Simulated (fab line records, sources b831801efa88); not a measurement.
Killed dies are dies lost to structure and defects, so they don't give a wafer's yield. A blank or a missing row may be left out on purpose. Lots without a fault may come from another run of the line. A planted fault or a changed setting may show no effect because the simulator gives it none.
Tool commonality check | flow sky130 | 12 lots, 42 wafers sampled

WHY IT WAS OPENED
At SKY_GATE_OXIDE_THK_MEAS_02 the reading GATE_OXIDE_OXIDATION_00_THK is flagged on 2 of 12 lots. Wafers without a fault read 10.31 nm, standard deviation 0.25.
Rule: a lot is flagged when every wafer of it that has a number lies more than 4 standard deviations from that mean, or none has a number. The other lots count as sound.

lot  | measured     | on            | GATE_OXIDE_OXIDATION_00_THK (nm), wafer by wafer | flag
L463 | day 13 03:31 | film_metro-03 | 10.58 10.72 10.60                                |
L465 | day 13 16:41 | film_metro-01 | 10.26 10.08 10.01                                |
L467 | day 18 00:02 | film_metro-04 | 10.36 10.27 10.40                                |
L471 | day 18 00:42 | film_metro-03 | 10.11 10.36 10.16                                |
L469 | day 18 01:27 | film_metro-01 | 10.27 10.39 10.42                                |
L470 | day 18 01:27 | film_metro-04 | 10.44 10.60 10.41                                |
L474 | day 18 09:22 | film_metro-03 | 10.39 10.28 10.14                                |
L476 | day 18 09:23 | film_metro-01 | 10.13 9.82 10.06                                 |
L479 | day 18 15:50 | film_metro-03 | 5.90 6.12 5.93 5.85 6.14 6.00                    | FLAGGED
L480 | day 18 22:48 | film_metro-01 | 6.03 6.21 6.08 6.07 6.17 6.00                    | FLAGGED
L481 | day 19 00:01 | film_metro-04 | 9.96 10.12 9.86                                  |
L482 | day 19 05:07 | film_metro-03 | 10.23 9.88 10.11                                 |
The numbers of the flagged lots are 6.04 nm on average: -4.27 nm against the usual, or -17 standard deviations.

WHICH TOOL RAN EACH LOT
The record holds 2 process steps before the reading, out of a route of 708 steps. In each cell: the tool, then ch and the chambers that the sampled wafers went through, then the start.
lot  | flag    | SKY_VT_ADJUST_LVTN_STRIP_20          | SKY_GATE_OXIDE_OXIDATION_01
L463 |         | plasma_asher-01 ch 1, day 8 00:56    | furnace-01 ch 0, day 13 02:05
L465 |         | plasma_asher-04 ch 0,1, day 8 12:51  | furnace-02 ch 0, day 13 15:16
L467 |         | plasma_asher-02 ch 0,1, day 9 01:17  | furnace-01 ch 0, day 17 22:38
L471 |         | plasma_asher-04 ch 0,1, day 10 04:12 | furnace-02 ch 0, day 17 23:17
L469 |         | plasma_asher-04 ch 0,1, day 9 16:08  | furnace-01 ch 0, day 18 00:02
L470 |         | plasma_asher-01 ch 0,1, day 9 22:32  | furnace-01 ch 0, day 18 00:02
L474 |         | plasma_asher-01 ch 0,1, day 11 01:23 | furnace-02 ch 0, day 18 07:57
L476 |         | plasma_asher-02 ch 0,1, day 11 17:53 | furnace-02 ch 0, day 18 07:57
L479 | FLAGGED | plasma_asher-04 ch 0,1, day 12 17:50 | furnace-01 ch 0, day 18 14:25
L480 | FLAGGED | plasma_asher-02 ch 0,1, day 13 01:05 | furnace-01 ch 0, day 18 21:23
L481 |         | plasma_asher-02 ch 0,1, day 13 04:53 | furnace-02 ch 0, day 18 22:36
L482 |         | plasma_asher-04 ch 0,1, day 13 08:15 | furnace-02 ch 0, day 19 03:43
What these steps do:
- SKY_VT_ADJUST_LVTN_STRIP_20: strips in O2/N2.
- SKY_GATE_OXIDE_OXIDATION_01: stabilise 600 s, purge 300 s, target thk 10.268 nm.
- SKY_GATE_OXIDE_THK_MEAS_02

FLAGGED OVER TOTAL, TOOL BY TOOL (the gauges that took the reading come last)
step                        | tool            | lots run | flagged | share of the flagged lots | sound lots run after its first flagged lot
SKY_VT_ADJUST_LVTN_STRIP_20 | plasma_asher-01 | 3        | 0       | none                      | -
SKY_VT_ADJUST_LVTN_STRIP_20 | plasma_asher-02 | 4        | 1       | some                      | 1 (L481)
SKY_VT_ADJUST_LVTN_STRIP_20 | plasma_asher-04 | 5        | 1       | some                      | 1 (L482)
SKY_GATE_OXIDE_OXIDATION_01 | furnace-01      | 6        | 2       | all                       | 0
SKY_GATE_OXIDE_OXIDATION_01 | furnace-02      | 6        | 0       | none                      | -
SKY_GATE_OXIDE_THK_MEAS_02  | film_metro-01   | 4        | 1       | some                      | 0
SKY_GATE_OXIDE_THK_MEAS_02  | film_metro-03   | 5        | 1       | some                      | 1 (L482)
SKY_GATE_OXIDE_THK_MEAS_02  | film_metro-04   | 3        | 0       | none                      | -

WHAT THE TABLE ALLOWS
1 row of the table ran every flagged lot: furnace-01 at SKY_GATE_OXIDE_OXIDATION_01.
- furnace-01 at SKY_GATE_OXIDE_OXIDATION_01: 2 of its 6 lots flagged. Its last sound lot is L469 (day 18 00:02), its first flagged lot L479 (day 18 14:25): a fault that began between those two fits.
One tool is left: furnace-01 at SKY_GATE_OXIDE_OXIDATION_01.

WHAT THE SIMULATOR HAD PUT IN
Process parameter drift: furnace-01, from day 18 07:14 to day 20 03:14, at SKY_GATE_OXIDE_OXIDATION_01. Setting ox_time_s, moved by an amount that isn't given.
Lots struck among those shown: L479, L480. The rule above found the same.
